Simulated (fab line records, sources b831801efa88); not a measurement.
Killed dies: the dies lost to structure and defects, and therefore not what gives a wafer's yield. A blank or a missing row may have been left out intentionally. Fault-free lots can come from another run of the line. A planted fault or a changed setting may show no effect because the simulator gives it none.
fab line records	flow sky130
[record] lots = 13	wafers = 39	last_day = 50
route steps=708 shown VT_ADJUST_HVTR@139 VT_ADJUST_PCH@152 GATE_OXIDE@200 POLY_GATE@227 PAD_OPEN@708
lots with no fault: from the same line, run without faults
start_h: hours from the record's first day to the start of the lot's first wafer shown	wait_h: hours elapsed since this lot's preceding step	" repeats the value in the row above	L1.1+2: one row covering several wafers at once	- value missing, or start not given	* or withheld: withheld	< > ~ a bound
route shown NAME@n: NAME is a module with steps in the file, n the number in the route of the first one	usual: average and standard deviation across the fault-free wafers	same: alike in all rows	chamber/n: place in a boat	sites: per-site readings	_std_site: standard deviation across them	_edge_site: outer sites' mean less inner sites'	radius_mm: how far each site lies from the wafer's centre	mask NAME#n: copy n	behind: the tool/chamber that last shaped the wafer	hold: what put the lot on hold/how long, in hours/how the hold closed	device: the n, p or np transistor that did not switch	end of line: the same wafers' tests at the end of the route	for a step that has no rows: nothing shown but its recipe	killed: dies that structure and defects cost at the first sort, which is not the same as the wafer's yield	map: the dies of a wafer, with x for killed, . for not killed, _ for no die there
set.NAME: the setting that was run; set.NAME@STEP: the one run at that earlier step	model.NAME: the simulator's own value behind a step, which no gauge read
one table for each step of the route and one row for each wafer, over a sample of lots
services: the hour from which a tool's chamber was out of use, counted from the record's first day as start_h (under 0 if before that day), plus the number of hours and why
[[steps]]
[step SKY_VT_ADJUST_HVTR_OVL_MEAS_08]
[usual] VT_ADJUST_HVTR_OVL = -0.3/1.4
lot.wafer	tool	chamber	start_h	wait_h	VT_ADJUST_HVTR_OVL[nm]
L847.1	overlay-01	-	210.15	0.1	2.2
L847.3	"	-	"	"	1.7
L847.6	"	-	"	"	0.5
L850.1	overlay-02	-	224.85	0.1	-2.1
L850.4	"	-	"	"	0.1
L850.5	"	-	"	"	-1.8
L851.3	overlay-02	-	234.52	0.1	1.0
L851.5	"	-	"	"	-0.6
L851.6	"	-	"	"	-0.1
L852.4	overlay-02	-	238.37	0.1	-2.8
L852.5	"	-	"	"	-2.6
L852.6	"	-	"	"	-1.9
L854.1	overlay-01	-	254.06	0.1	-0.4
L854.2	"	-	"	"	-2.7
L854.3	"	-	"	"	-0.3
L855.2	overlay-02	-	262.61	0.1	-2.3
L855.5	"	-	"	"	-1.0
L855.6	"	-	"	"	-0.1
L856.1	overlay-02	-	270.66	0.1	-0.5
L856.2	"	-	"	"	-0.2
L856.6	"	-	"	"	-1.4
L857.2	overlay-01	-	279.31	0.1	-0.3
L857.5	"	-	"	"	0.3
L857.6	"	-	"	"	-1.2
L859.3	overlay-01	-	289.22	0.1	0.1
L859.4	"	-	"	"	0.6
L859.5	"	-	"	"	0.0
L862.1	overlay-01	-	313.81	0.1	0.2
L862.5	"	-	"	"	1.5
L862.6	"	-	"	"	1.4
L863.2	overlay-02	-	319.42	0.1	-1.5
L863.3	"	-	"	"	0.3
L863.4	"	-	"	"	-0.8
L869.1	overlay-01	-	365.35	0.1	0.0
L869.4	"	-	"	"	3.3
L869.6	"	-	"	"	1.8
L870.3	overlay-01	-	403.16	0.1	0.5
L870.5	"	-	"	"	1.8
L870.6	"	-	"	"	0.9
[step SKY_VT_ADJUST_PCH_STRIP_09]
[recipe] chemistry = O2/N2	power_w = 1400	pressure_mtorr = 1500	platen_temp_c = withheld	o2_flow_sccm = 3000	n2_flow_sccm = 300	overash_fraction = 0.5
[usual] drypump_motor_current_A = 5.6/0.53	oes_product_au = 0.722/0.0044	strip_time_to_endpoint_s = 36.87/0.11
lot.wafer	tool	chamber	start_h	wait_h	drypump_motor_current_A	oes_product_au	rf_hours_counter_h	strip_time_to_endpoint_s
L847.1	plasma_asher-01	1	232.70	0.1	5.7	0.724	55	36.90
L847.3	"	1	"	"	5.7	0.723	-	37.01
L847.6	"	0	"	"	6.3	0.720	-	36.88
L850.1	plasma_asher-04	1	248.18	0.1	5.2	0.721	44	36.91
L850.4	"	0	"	"	5.0	0.718	-	36.93
L850.5	"	1	"	"	5.2	0.721	-	36.82
L851.3	plasma_asher-02	0	258.66	0.1	5.0	0.732	-	36.73
L851.5	"	1	"	"	6.1	0.721	-	36.80
L851.6	"	0	"	"	5.0	0.716	-	36.89
L852.4	plasma_asher-01	1	262.21	0.1	5.7	0.718	-	36.99
L852.5	"	0	"	"	6.3	0.721	-	36.92
L852.6	"	1	"	"	5.7	0.718	-	36.94
L854.1	plasma_asher-01	0	278.67	0.1	6.4	0.718	59	37.00
L854.2	"	1	"	"	5.6	0.722	59	36.93
L854.3	"	1	"	"	5.7	0.727	-	36.85
L855.2	plasma_asher-04	0	287.27	0.1	5.0	0.718	48	36.98
L855.5	"	1	"	"	5.2	0.722	-	36.90
L855.6	"	0	"	"	5.0	0.716	-	37.04
L856.1	plasma_asher-02	1	296.18	0.1	6.1	0.718	17	36.82
L856.2	"	0	"	"	5.0	0.723	17	36.81
L856.6	"	1	"	"	6.1	0.720	-	36.86
L857.2	plasma_asher-02	1	304.22	0.1	6.1	0.721	18	36.95
L857.5	"	0	"	"	5.0	0.730	-	36.96
L857.6	"	1	"	"	6.1	0.727	-	36.96
L859.3	plasma_asher-04	0	315.20	0.1	5.0	0.720	-	36.83
L859.4	"	1	"	"	5.2	0.724	-	36.86
L859.5	"	0	"	"	5.0	0.723	-	36.71
L862.1	plasma_asher-02	1	340.88	0.1	6.1	0.724	21	36.87
L862.5	"	0	"	"	5.0	0.729	-	36.84
L862.6	"	1	"	"	6.1	0.727	-	36.91
L863.2	plasma_asher-04	0	347.17	0.1	5.0	0.718	54	36.77
L863.3	"	1	"	"	5.2	0.726	-	36.68
L863.4	"	0	"	"	5.0	0.722	-	36.83
L869.1	plasma_asher-01	1	394.68	0.1	5.6	0.718	69	37.12
L869.4	"	1	"	"	5.6	0.722	-	37.04
L869.6	"	1	"	"	5.7	0.712	-	37.04
L870.3	plasma_asher-02	1	432.85	0.1	6.1	0.714	-	37.05
L870.5	"	1	"	"	6.1	0.721	-	37.01
L870.6	"	0	"	"	5.0	0.729	-	36.98
[step SKY_GATE_OXIDE_STRIP_13]
[recipe] chemistry = O2/N2	power_w = 1400	pressure_mtorr = 1500	platen_temp_c = withheld	o2_flow_sccm = 3000	n2_flow_sccm = 300	overash_fraction = 0.5
[usual] drypump_motor_current_A = 5.4/0.44	oes_product_au = 0.716/0.0048	strip_time_to_endpoint_s = 14.15/0.037
lot.wafer	tool	chamber	start_h	wait_h	drypump_motor_current_A	oes_product_au	rf_hours_counter_h	strip_time_to_endpoint_s
L847.1	plasma_asher-04	0	313.62	0.0	5.0	0.716	51	14.20
L847.3	"	0	"	"	5.0	0.705	-	14.11
L847.6	"	0	"	"	5.0	0.712	-	14.10
L850.1	plasma_asher-04	0	330.33	0.0	5.0	0.709	52	14.17
L850.4	"	0	"	"	5.0	0.721	-	14.21
L850.5	"	1	"	"	5.2	0.716	-	14.20
L851.3	plasma_asher-02	0	343.95	0.0	5.0	0.710	-	14.12
L851.5	"	1	"	"	6.1	0.716	-	14.15
L851.6	"	0	"	"	5.0	0.709	-	14.15
L852.4	plasma_asher-03	0	350.77	0.0	5.2	0.711	-	14.16
L852.5	"	0	"	"	5.2	0.706	-	14.14
L852.6	"	1	"	"	6.0	0.711	-	14.14
L854.1	plasma_asher-03	0	369.22	0.0	5.2	0.723	66	14.18
L854.2	"	1	"	"	6.1	0.707	66	14.16
L854.3	"	1	"	"	6.0	0.709	-	14.14
L855.2	plasma_asher-02	1	376.23	0.0	6.1	0.712	25	14.19
L855.5	"	0	"	"	5.0	0.720	-	14.18
L855.6	"	1	"	"	6.1	0.717	-	14.19
L856.1	plasma_asher-04	1	386.38	0.0	5.2	0.723	58	14.21
L856.2	"	0	"	"	5.0	0.710	58	14.20
L856.6	"	1	"	"	5.2	0.718	-	14.19
L857.2	plasma_asher-03	1	394.87	0.0	6.1	0.718	69	14.15
L857.5	"	1	"	"	6.1	0.718	-	14.19
L857.6	"	0	"	"	5.2	0.716	-	14.17
L859.3	plasma_asher-04	0	407.41	0.0	5.0	0.711	-	14.18
L859.4	"	1	"	"	5.2	0.714	-	14.16
L859.5	"	0	"	"	5.0	0.720	-	14.14
L862.1	plasma_asher-02	1	434.08	0.0	6.1	0.714	31	14.21
L862.5	"	0	"	"	5.0	0.713	-	14.15
L862.6	"	1	"	"	6.1	0.710	-	14.19
L863.2	plasma_asher-02	0	445.99	0.0	5.0	0.940	32	-
L863.3	"	1	"	"	6.1	0.949	-	-
L863.4	"	0	"	"	5.0	0.941	-	-
L869.1	plasma_asher-03	1	495.93	0.0	6.1	0.718	78	14.09
L869.4	"	1	"	"	6.1	0.720	-	14.10
L869.6	"	0	"	"	5.2	0.714	-	14.13
L870.3	plasma_asher-04	1	529.81	0.0	5.2	0.718	-	14.13
L870.5	"	1	"	"	5.2	0.718	-	14.12
L870.6	"	0	"	"	5.0	0.713	-	14.13
[step SKY_POLY_GATE_CD_MEAS_13]
[recipe] target_cd_nm = 150
[usual] cd_nm = 149.9/1.1
lot.wafer	tool	chamber	start_h	wait_h	cd_nm
L847.1	cd_sem-02	-	374.08	-	149.0
L847.3	"	-	"	"	149.5
L847.6	"	-	"	"	149.1
L850.1	cd_sem-01	-	394.28	-	149.2
L850.4	"	-	"	"	149.6
L850.5	"	-	"	"	148.3
L851.3	cd_sem-01	-	407.07	-	150.9
L851.5	"	-	"	"	151.4
L851.6	"	-	"	"	151.8
L852.4	cd_sem-01	-	415.29	-	149.6
L852.5	"	-	"	"	148.3
L852.6	"	-	"	"	149.7
L854.1	cd_sem-02	-	433.18	-	148.3
L854.2	"	-	"	"	148.5
L854.3	"	-	"	"	149.5
L855.2	cd_sem-02	-	444.10	-	147.7
L855.5	"	-	"	"	150.3
L855.6	"	-	"	"	149.4
L856.1	cd_sem-01	-	453.58	-	151.5
L856.2	"	-	"	"	151.7
L856.6	"	-	"	"	152.2
L857.2	cd_sem-01	-	462.05	-	150.2
L857.5	"	-	"	"	150.3
L857.6	"	-	"	"	150.9
L859.3	cd_sem-01	-	476.20	-	147.9
L859.4	"	-	"	"	148.3
L859.5	"	-	"	"	148.3
L862.1	cd_sem-01	-	504.28	-	148.1
L862.5	"	-	"	"	150.0
L862.6	"	-	"	"	150.8
L869.1	cd_sem-01	-	572.68	-	150.8
L869.4	"	-	"	"	150.9
L869.6	"	-	"	"	151.4
L870.3	cd_sem-01	-	592.52	-	150.4
L870.5	"	-	"	"	149.6
L870.6	"	-	"	"	150.3
[step SKY_PAD_OPEN_PROBE_99]
[usual] killed_at_M0_to_M3 = 45/6.8	killed_at_M4_up = 3.1/2	killed_at_contacts = 23/5.2	killed_at_front_end = 14/3.7	killed_at_other = 0.3/0.61	killed_dies = 86/9	killed_on_rim = 17/3.9	killed_open = 46/6.9	killed_short = 39/6.4
[same] gross_dies = 492	killed_at_back_side = 0
lot.wafer	tool	chamber	start_h	wait_h	hold	killed_at_M0_to_M3	killed_at_M4_up	killed_at_contacts	killed_at_front_end	killed_at_other	killed_dies	killed_on_rim	killed_open	killed_short
L847.1	prober-01	-	1085.43	0.1	-	31	3	23	16	0	73	12	41	32
L847.3	prober-01	-	1085.53	0.2	-	43	6	27	5	1	82	17	42	40
L847.6	prober-01	-	1085.68	0.2	-	39	1	30	10	1	81	12	43	38
L850.1	prober-02	-	1088.95	0.1	-	41	4	17	12	0	74	15	45	28
L850.4	prober-02	-	1089.10	0.2	-	33	3	24	17	0	77	16	45	29
L850.5	prober-02	-	1089.15	0.2	-	35	2	28	17	0	82	20	54	28
L851.3	prober-01	-	1097.81	0.2	-	48	1	27	14	0	90	21	46	43
L851.5	prober-01	-	1097.91	0.2	-	49	3	19	18	0	89	18	48	40
L851.6	prober-01	-	1097.96	0.2	-	43	1	21	12	1	78	15	41	37
L852.4	prober-02	-	1103.92	0.2	-	36	6	24	13	0	79	13	44	35
L852.5	prober-02	-	1103.97	0.2	-	43	4	26	17	0	90	16	45	41
L852.6	prober-02	-	1104.02	0.2	-	58	6	28	18	0	110	16	65	44
L854.1	prober-02	-	1116.03	0.1	-	43	5	25	19	0	92	19	54	38
L854.2	prober-02	-	1116.08	0.1	-	46	0	24	10	0	80	14	50	30
L854.3	prober-02	-	1116.13	0.2	-	45	1	41	13	0	100	19	53	47
L855.2	prober-01	-	1120.86	0.1	-	37	5	26	8	0	76	15	42	34
L855.5	prober-01	-	1121.01	0.2	-	38	1	20	21	1	81	12	33	48
L855.6	prober-01	-	1121.06	0.2	-	42	0	28	13	0	83	18	40	43
L856.1	prober-02	-	1127.29	0.1	-	50	5	22	18	0	95	20	52	43
L856.2	prober-02	-	1127.34	0.1	-	44	5	24	19	1	93	20	52	41
L856.6	prober-02	-	1127.54	0.2	-	46	5	20	15	0	86	21	33	53
L857.2	prober-01	-	1134.05	0.1	-	54	7	27	17	0	105	29	59	46
L857.5	prober-01	-	1134.20	0.2	-	42	3	23	14	0	82	14	39	43
L857.6	prober-01	-	1134.25	0.2	-	52	2	19	14	1	88	19	40	48
L859.3	prober-01	-	1141.35	0.2	-	51	3	26	20	0	100	26	51	46
L859.4	prober-01	-	1141.40	0.2	-	43	2	17	16	0	78	18	42	35
L859.5	prober-01	-	1141.45	0.2	-	43	1	20	16	0	80	13	46	34
L862.1	prober-02	-	1156.56	0.1	-	63	4	22	17	0	106	18	54	52
L862.5	prober-02	-	1156.76	0.2	-	44	4	25	20	1	94	19	54	40
L862.6	prober-02	-	1156.81	0.2	-	44	4	24	12	0	84	17	44	40
L863.2	prober-01	-	1165.35	0.1	await_dispo/1.4h/scrap	33	3	34	422	0	492	96	48	40
L863.3	prober-01	-	1165.40	0.2	await_dispo/1.4h/scrap	47	6	22	415	2	492	96	53	39
L863.4	prober-01	-	1165.45	0.2	await_dispo/1.4h/scrap	44	2	29	417	0	492	96	50	44
L869.1	prober-02	-	1199.06	0.1	-	55	8	16	14	2	95	15	46	46
L869.4	prober-02	-	1199.21	0.2	-	39	4	26	17	0	86	22	41	43
L869.6	prober-02	-	1199.31	0.2	-	49	6	25	13	0	93	20	48	43
L870.3	prober-02	-	1209.21	0.2	-	56	1	29	19	0	105	25	61	43
L870.5	prober-02	-	1209.31	0.2	-	45	9	23	11	0	88	12	38	50
L870.6	prober-02	-	1209.36	0.2	-	41	2	17	15	0	75	17	36	38
// killed by level:class
L847.1 CONTACT:geometric_particle:open=8 LI_CONTACT:geometric_particle:open=6 VIA3:geometric_particle:open=6 FIELD_ISO:geometric_particle:open=5 POLY_GATE:geometric_particle:short=5 VIA1:geometric_particle:open=5 VIA2:geometric_particle:open=5 CONTACT:geometric_particle:short=4
L847.3 CONTACT:geometric_particle:open=11 VIA2:geometric_particle:open=7 VIA3:geometric_particle:open=7 VIA1:geometric_particle:open=6 METAL2:geometric_particle:short=6 LOCAL_INTERCONNECT:geometric_particle:short=5 CONTACT:geometric_particle:short=5 LI_CONTACT:geometric_particle:open=4
L847.6 LI_CONTACT:geometric_particle:open=8 VIA2:geometric_particle:open=8 CONTACT:geometric_particle:open=7 VIA1:geometric_particle:open=7 LOCAL_INTERCONNECT:geometric_particle:short=6 METAL1:geometric_particle:short=5 VIA3:geometric_particle:short=5 CONTACT:geometric_particle:short=4
L850.1 VIA1:geometric_particle:open=13 VIA2:geometric_particle:open=8 CONTACT:geometric_particle:open=6 CONTACT:geometric_particle:short=5 METAL2:geometric_particle:short=5 VIA3:geometric_particle:open=5 FIELD_ISO:geometric_particle:open=4 LI_CONTACT:geometric_particle:open=4
L850.4 VIA1:geometric_particle:open=9 CONTACT:geometric_particle:open=8 LI_CONTACT:geometric_particle:open=7 FIELD_ISO:geometric_particle:open=5 LOCAL_INTERCONNECT:geometric_particle:short=4 METAL1:geometric_particle:short=4 FIELD_ISO:geometric_particle:short=3 POLY_GATE:geometric_particle:open=3
L850.5 CONTACT:geometric_particle:open=16 VIA2:geometric_particle:open=8 LI_CONTACT:geometric_particle:open=7 POLY_GATE:geometric_particle:open=6 VIA1:geometric_particle:open=6 VIA1:geometric_particle:short=5 FIELD_ISO:geometric_particle:short=4 POLY_GATE:geometric_particle:short=4
L851.3 VIA1:geometric_particle:open=10 LI_CONTACT:geometric_particle:open=9 CONTACT:geometric_particle:open=8 METAL1:geometric_particle:short=8 VIA1:geometric_particle:short=8 VIA2:geometric_particle:open=7 CONTACT:geometric_particle:short=6 VIA3:geometric_particle:open=5
L851.5 LI_CONTACT:geometric_particle:open=10 VIA1:geometric_particle:open=10 VIA3:geometric_particle:open=8 VIA1:geometric_particle:short=7 VIA2:geometric_particle:open=7 FIELD_ISO:geometric_particle:short=6 METAL1:geometric_particle:short=5 CONTACT:geometric_particle:open=4
L851.6 VIA1:geometric_particle:open=13 METAL2:geometric_particle:short=7 CONTACT:geometric_particle:open=7 LI_CONTACT:geometric_particle:open=5 METAL1:geometric_particle:short=5 VIA3:geometric_particle:open=5 POLY_GATE:geometric_particle:short=4 LOCAL_INTERCONNECT:geometric_particle:short=4
L852.4 VIA1:geometric_particle:open=10 CONTACT:geometric_particle:open=9 FIELD_ISO:geometric_particle:open=7 LI_CONTACT:geometric_particle:open=6 METAL1:geometric_particle:short=6 VIA2:geometric_particle:open=6 METAL4:geometric_particle:short=5 LOCAL_INTERCONNECT:geometric_particle:short=4
L852.5 VIA1:geometric_particle:open=11 CONTACT:geometric_particle:open=10 VIA1:geometric_particle:short=10 VIA2:geometric_particle:open=9 LI_CONTACT:geometric_particle:open=5 FIELD_ISO:geometric_particle:short=4 CONTACT:geometric_particle:short=4 LOCAL_INTERCONNECT:geometric_particle:short=4
L852.6 VIA2:geometric_particle:open=12 VIA1:geometric_particle:open=11 CONTACT:geometric_particle:open=10 LI_CONTACT:geometric_particle:open=9 VIA3:geometric_particle:open=8 METAL1:geometric_particle:short=7 VIA1:geometric_particle:short=7 METAL3:geometric_particle:short=5
L854.1 LI_CONTACT:geometric_particle:open=9 VIA1:geometric_particle:open=9 VIA3:geometric_particle:open=9 CONTACT:geometric_particle:open=8 FIELD_ISO:geometric_particle:open=7 METAL2:geometric_particle:short=6 SPACER:geometric_particle:open=5 METAL1:geometric_particle:short=5
L854.2 VIA2:geometric_particle:open=15 CONTACT:geometric_particle:open=8 VIA1:geometric_particle:open=8 FIELD_ISO:geometric_particle:short=5 LI_CONTACT:geometric_particle:open=5 LI_CONTACT:geometric_particle:short=5 VIA3:geometric_particle:open=5 METAL1:geometric_particle:short=4
L854.3 VIA1:geometric_particle:open=13 CONTACT:geometric_particle:open=13 LI_CONTACT:geometric_particle:short=9 LI_CONTACT:geometric_particle:open=9 LOCAL_INTERCONNECT:geometric_particle:short=8 VIA2:geometric_particle:open=7 METAL1:geometric_particle:short=6 SPACER:geometric_particle:short=4
L855.2 CONTACT:geometric_particle:open=9 VIA1:geometric_particle:open=8 LI_CONTACT:geometric_particle:open=7 VIA1:geometric_particle:short=7 FIELD_ISO:geometric_particle:open=6 METAL2:geometric_particle:short=6 VIA2:geometric_particle:open=5 LI_CONTACT:geometric_particle:short=4
L855.5 FIELD_ISO:geometric_particle:short=7 METAL1:geometric_particle:short=7 VIA1:geometric_particle:open=7 POLY_GATE:geometric_particle:short=5 LI_CONTACT:geometric_particle:open=5 CONTACT:geometric_particle:short=5 CONTACT:geometric_particle:open=4 VIA2:geometric_particle:short=4
L855.6 VIA1:geometric_particle:open=10 CONTACT:geometric_particle:short=9 VIA3:geometric_particle:short=7 LOCAL_INTERCONNECT:geometric_particle:short=7 VIA2:geometric_particle:open=6 LI_CONTACT:geometric_particle:open=6 POLY_GATE:geometric_particle:open=4 CONTACT:geometric_particle:open=4
L856.1 VIA1:geometric_particle:open=10 VIA3:geometric_particle:open=9 METAL1:geometric_particle:short=8 VIA2:geometric_particle:open=8 CONTACT:geometric_particle:short=7 FIELD_ISO:geometric_particle:open=6 LI_CONTACT:geometric_particle:open=6 CONTACT:geometric_particle:open=6
L856.2 VIA1:geometric_particle:open=10 CONTACT:geometric_particle:open=9 VIA3:geometric_particle:open=8 FIELD_ISO:geometric_particle:open=7 FIELD_ISO:geometric_particle:short=5 LOCAL_INTERCONNECT:geometric_particle:short=5 VIA3:geometric_particle:short=5 METAL4:geometric_particle:short=5
L856.6 METAL1:geometric_particle:short=11 METAL2:geometric_particle:short=8 LI_CONTACT:geometric_particle:open=7 CONTACT:geometric_particle:open=5 VIA1:geometric_particle:short=5 VIA3:geometric_particle:short=5 FIELD_ISO:geometric_particle:short=4 VIA1:geometric_particle:open=4
L857.2 VIA1:geometric_particle:open=16 CONTACT:geometric_particle:open=9 VIA2:geometric_particle:open=9 LI_CONTACT:geometric_particle:open=7 POLY_GATE:geometric_particle:short=6 CONTACT:geometric_particle:short=6 VIA1:geometric_particle:short=6 METAL4:geometric_particle:short=5
L857.5 METAL2:geometric_particle:short=9 VIA1:geometric_particle:open=9 METAL1:geometric_particle:short=8 LI_CONTACT:geometric_particle:open=7 CONTACT:geometric_particle:open=6 FIELD_ISO:geometric_particle:open=5 LOCAL_INTERCONNECT:geometric_particle:short=4 CONTACT:geometric_particle:short=4
L857.6 METAL2:geometric_particle:short=14 VIA1:geometric_particle:open=10 LI_CONTACT:geometric_particle:open=7 METAL1:geometric_particle:short=7 CONTACT:geometric_particle:open=6 VIA2:geometric_particle:short=5 FIELD_ISO:geometric_particle:short=3 POLY_GATE:geometric_particle:short=3
L859.3 LI_CONTACT:geometric_particle:open=10 VIA1:geometric_particle:open=10 METAL2:geometric_particle:short=8 FIELD_ISO:geometric_particle:short=7 VIA2:geometric_particle:open=7 METAL1:geometric_particle:short=7 VIA1:geometric_particle:short=5 CONTACT:geometric_particle:short=4
L859.4 VIA1:geometric_particle:open=13 CONTACT:geometric_particle:open=8 VIA1:geometric_particle:short=8 FIELD_ISO:geometric_particle:open=5 FIELD_ISO:geometric_particle:short=5 VIA3:geometric_particle:open=5 LI_CONTACT:geometric_particle:open=4 CONTACT:geometric_particle:short=4
L859.5 CONTACT:geometric_particle:open=8 VIA3:geometric_particle:open=8 VIA2:geometric_particle:open=7 FIELD_ISO:geometric_particle:short=6 FIELD_ISO:geometric_particle:open=5 LI_CONTACT:geometric_particle:open=5 VIA1:geometric_particle:short=5 VIA1:geometric_particle:open=4
L862.1 VIA1:geometric_particle:open=15 VIA2:geometric_particle:open=11 LI_CONTACT:geometric_particle:open=8 METAL2:geometric_particle:short=8 METAL1:geometric_particle:short=7 VIA1:geometric_particle:short=7 CONTACT:geometric_particle:short=6 FIELD_ISO:geometric_particle:short=4
L862.5 VIA1:geometric_particle:open=13 CONTACT:geometric_particle:open=11 VIA2:geometric_particle:open=9 POLY_GATE:geometric_particle:short=6 LI_CONTACT:geometric_particle:open=6 METAL1:geometric_particle:short=6 VIA3:geometric_particle:open=6 FIELD_ISO:geometric_particle:short=5
L862.6 LI_CONTACT:geometric_particle:open=9 VIA1:geometric_particle:open=8 VIA1:geometric_particle:short=7 VIA2:geometric_particle:short=6 CONTACT:geometric_particle:open=6 CONTACT:geometric_particle:short=5 VIA3:geometric_particle:open=4 METAL1:geometric_particle:short=4
L863.2 POLY_GATE:area_cvd=205 GATE_OXIDE:area_oxidation=199 VIA1:geometric_particle:open=11 CONTACT:geometric_particle:open=9 FIELD_ISO:geometric_particle:short=8 LI_CONTACT:geometric_particle:open=8 LOCAL_INTERCONNECT:geometric_particle:short=7 CONTACT:geometric_particle:short=5
L863.3 GATE_OXIDE:area_oxidation=206 POLY_GATE:area_cvd=194 LI_CONTACT:geometric_particle:open=9 FIELD_ISO:geometric_particle:open=8 CONTACT:geometric_particle:open=8 VIA1:geometric_particle:open=7 METAL1:geometric_particle:short=7 VIA2:geometric_particle:short=7
L863.4 GATE_OXIDE:area_oxidation=214 POLY_GATE:area_cvd=184 CONTACT:geometric_particle:open=14 VIA1:geometric_particle:open=7 VIA3:geometric_particle:open=7 VIA1:geometric_particle:short=6 METAL2:geometric_particle:short=6 FIELD_ISO:geometric_particle:open=5
L869.1 VIA1:geometric_particle:open=17 METAL1:geometric_particle:short=7 POLY_GATE:geometric_particle:short=6 METAL2:geometric_particle:short=6 LI_CONTACT:geometric_particle:open=5 VIA3:geometric_particle:open=5 VIA3:geometric_particle:short=5 CONTACT:geometric_particle:open=4
L869.4 CONTACT:geometric_particle:open=9 VIA1:geometric_particle:short=8 METAL2:geometric_particle:short=8 LI_CONTACT:geometric_particle:open=7 VIA1:geometric_particle:open=5 FIELD_ISO:geometric_particle:short=4 POLY_GATE:geometric_particle:short=4 POLY_GATE:geometric_particle:open=4
L869.6 VIA1:geometric_particle:open=13 METAL1:geometric_particle:short=12 LI_CONTACT:geometric_particle:open=9 VIA2:geometric_particle:open=8 CONTACT:geometric_particle:open=7 CONTACT:geometric_particle:short=5 VIA1:geometric_particle:short=5 FIELD_ISO:geometric_particle:short=4
L870.3 VIA1:geometric_particle:open=11 LI_CONTACT:geometric_particle:open=11 CONTACT:geometric_particle:open=10 METAL2:geometric_particle:short=10 VIA2:geometric_particle:open=9 VIA3:geometric_particle:open=9 FIELD_ISO:geometric_particle:short=7 VIA3:geometric_particle:short=6
L870.5 VIA1:geometric_particle:open=12 VIA1:geometric_particle:short=8 METAL4:geometric_particle:short=8 CONTACT:geometric_particle:open=7 VIA3:geometric_particle:open=6 LOCAL_INTERCONNECT:geometric_particle:short=6 FIELD_ISO:geometric_particle:short=5 METAL2:geometric_particle:short=5
L870.6 VIA1:geometric_particle:open=11 CONTACT:geometric_particle:short=7 FIELD_ISO:geometric_particle:short=5 METAL1:geometric_particle:short=5 VIA2:geometric_particle:open=5 VIA3:geometric_particle:open=5 METAL2:geometric_particle:short=4 LI_CONTACT:geometric_particle:open=3
[[services]]
tool	chamber	start_h	hours	kind
plasma_asher-03	-	237.18	1.0	repair
plasma_asher-01	-	340.88	14.6	pm
plasma_asher-03	-	378.43	1.0	repair
plasma_asher-03	-	396.92	2.8	pm
plasma_asher-03	-	409.34	1.6	repair
plasma_asher-01	-	421.25	9.0	pm
plasma_asher-01	0	421.25	9.0	vent_cycle
plasma_asher-01	1	421.25	9.0	vent_cycle
plasma_asher-01	0	430.25	-	clean
plasma_asher-01	1	430.25	-	clean
plasma_asher-03	-	485.90	5.9	repair
plasma_asher-02	-	514.41	2.8	pm
[[key]]
[first_sign] step = SKY_GATE_OXIDE_STRIP_13	reading = oes_product_au	direction = up	sigmas = 48	usual = 0.716	struck = 0.943
[effect] step = SKY_PAD_OPEN_PROBE_99	reading = killed_at_front_end	direction = up	sigmas = 99+	usual = 14	struck = 418
[more_kills_born_at] SKY_GATE_OXIDE_OXIDATION_16@furnace-02 = 619	SKY_POLY_GATE_CVD_00@lpcvd-01 = 583
met_at SKY_GATE_OXIDE_STRIP_13
struck_lots L863
later_rows_left_out L863.2,L863.3,L863.4
tester_left_out L863
not_acting_at SKY_VT_ADJUST_HVTR_OVL_MEAS_08,SKY_VT_ADJUST_PCH_STRIP_09,SKY_POLY_GATE_CD_MEAS_13
onset_between 434.08 445.99
[fault] kind = strip_aborted	tool = plasma_asher-02	chamber = -	onset_h = 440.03	steps = SKY_GATE_OXIDE_STRIP_13	offset = 0.56477	end_h = 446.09
// tester_left_out: of these lots the tester's yield and bins aren't shown, on N5 and GAA mostly nor the transistor test; their killed dies are dies lost to structure and defects alone, not to doping, threshold or leakage, so they don't give the yield
// later_rows_left_out: the simulator's readings of these wafers behind a module that went badly wrong aren't trusted and aren't shown, but for the sort
